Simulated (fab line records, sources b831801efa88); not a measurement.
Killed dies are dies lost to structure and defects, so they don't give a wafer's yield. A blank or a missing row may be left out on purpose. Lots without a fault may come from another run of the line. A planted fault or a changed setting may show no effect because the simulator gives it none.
Problem report in the 8D (eight disciplines) form, filled by code | flow sky130 | the parts of the form that need people (team, actions taken, sign-off) are left out

1. THE PROBLEM
VT_ADJUST_LVTN_2_TW at SKY_VT_ADJUST_LVTN_TW_MEAS_21 reads a mean of 203.2 on 3 wafers of 2 lots; wafers without a fault read 189.2 with a standard deviation of 1. That is +14 standard deviations from the usual mean.
First seen on wafer L412.1, day 13 11:33, on film_metro-02. The record holds 37 wafers of 13 lots with a number at this step. Rule for "out", or "out of limits": more than 4 standard deviations from the usual mean. The other wafers with a number count as sound.

2. WHAT IT IS AND WHAT IT IS NOT
question                    | is                           | is not
which readings at this step | VT_ADJUST_LVTN_2_TW          | -
which lots                  | L412, L413                   | L392, L393, L395, L396, L397, L399, L400, L401, L402, L403, L404
which wafers of those lots  | L412.1, L413.1, L413.4       | L412.6
read on which gauges        | film_metro-01, film_metro-02 | film_metro-03
when                        | from day 13 11:33            | up to then (34 sound wafers)

3. SUSPECTS, AND WHAT RULES EACH OUT
Counting: a tool at a process step up to the reading stays a suspect if it ran every lot that is out. Sound lots after the first of them don't rule it out here, since some wafers of a struck lot are sound.
- the gauge at SKY_VT_ADJUST_LVTN_TW_MEAS_21: ruled out. The wafers that are out were read on 2 gauges (film_metro-01, film_metro-02).
- implanter-03 at SKY_VT_ADJUST_LVTN_IMPLANT_19: kept. It ran every lot that is out, first L412 (day 13 11:18); its last sound lot up to then is L402 (day 10 12:26). Its own readings are out on those wafers: beam_on_s, faraday_current_uA.
Left after counting: implanter-03 at SKY_VT_ADJUST_LVTN_IMPLANT_19.

4. THE CAUSE (what the simulator had put in)
Process parameter drift: implanter-03, from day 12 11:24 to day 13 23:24, at SKY_VT_ADJUST_LVTN_IMPLANT_19. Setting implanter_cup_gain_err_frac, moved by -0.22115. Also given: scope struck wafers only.
Counting left only this tool.

5. THE CHAIN OF EFFECTS, in route order
Each row: a reading whose mean over the struck wafers that have a number lies more than 3 standard deviations from the usual. Only readings for which the record gives a usual standard deviation are gone through. hours: the time from each lot's start at the first step in this table that gives one to its start at this step, as a median over the lots. sigmas: the change in usual standard deviations.
hours | step                          | reading             | usual   | on struck wafers | change | sigmas
0     | SKY_VT_ADJUST_LVTN_IMPLANT_19 | beam_on_s           | 10.00 s | 12.91            | +2.91  | +15
0     | SKY_VT_ADJUST_LVTN_IMPLANT_19 | faraday_current_uA  | 3.66    | 2.83             | -0.83  | -12
0     | SKY_VT_ADJUST_LVTN_TW_MEAS_21 | VT_ADJUST_LVTN_2_TW | 189.2   | 203.2            | +14.0  | +14
The process steps in it:
- SKY_VT_ADJUST_LVTN_IMPLANT_19
Later measuring or inspecting steps at which every struck wafer that the step has a row for has a number for every such reading, and none has moved that far: SKY_VT_ADJUST_HVTR_OVL_MEAS_08.

6. WHAT WOULD HAVE CAUGHT IT SOONER
In this record the first reading out of limits at a measuring or inspecting step was taken at day 13 11:33, 24 hours after the fault began at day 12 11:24.
The tool's own readings at SKY_VT_ADJUST_LVTN_IMPLANT_19 were out on every struck wafer that the step has a row for (beam_on_s, faraday_current_uA): an alarm limit on them would have fired on the first of those.
Of the lots that are out (2), L413 began SKY_VT_ADJUST_LVTN_IMPLANT_19 on implanter-03 after day 13 11:33. A hold on the tool at that time would have spared it.
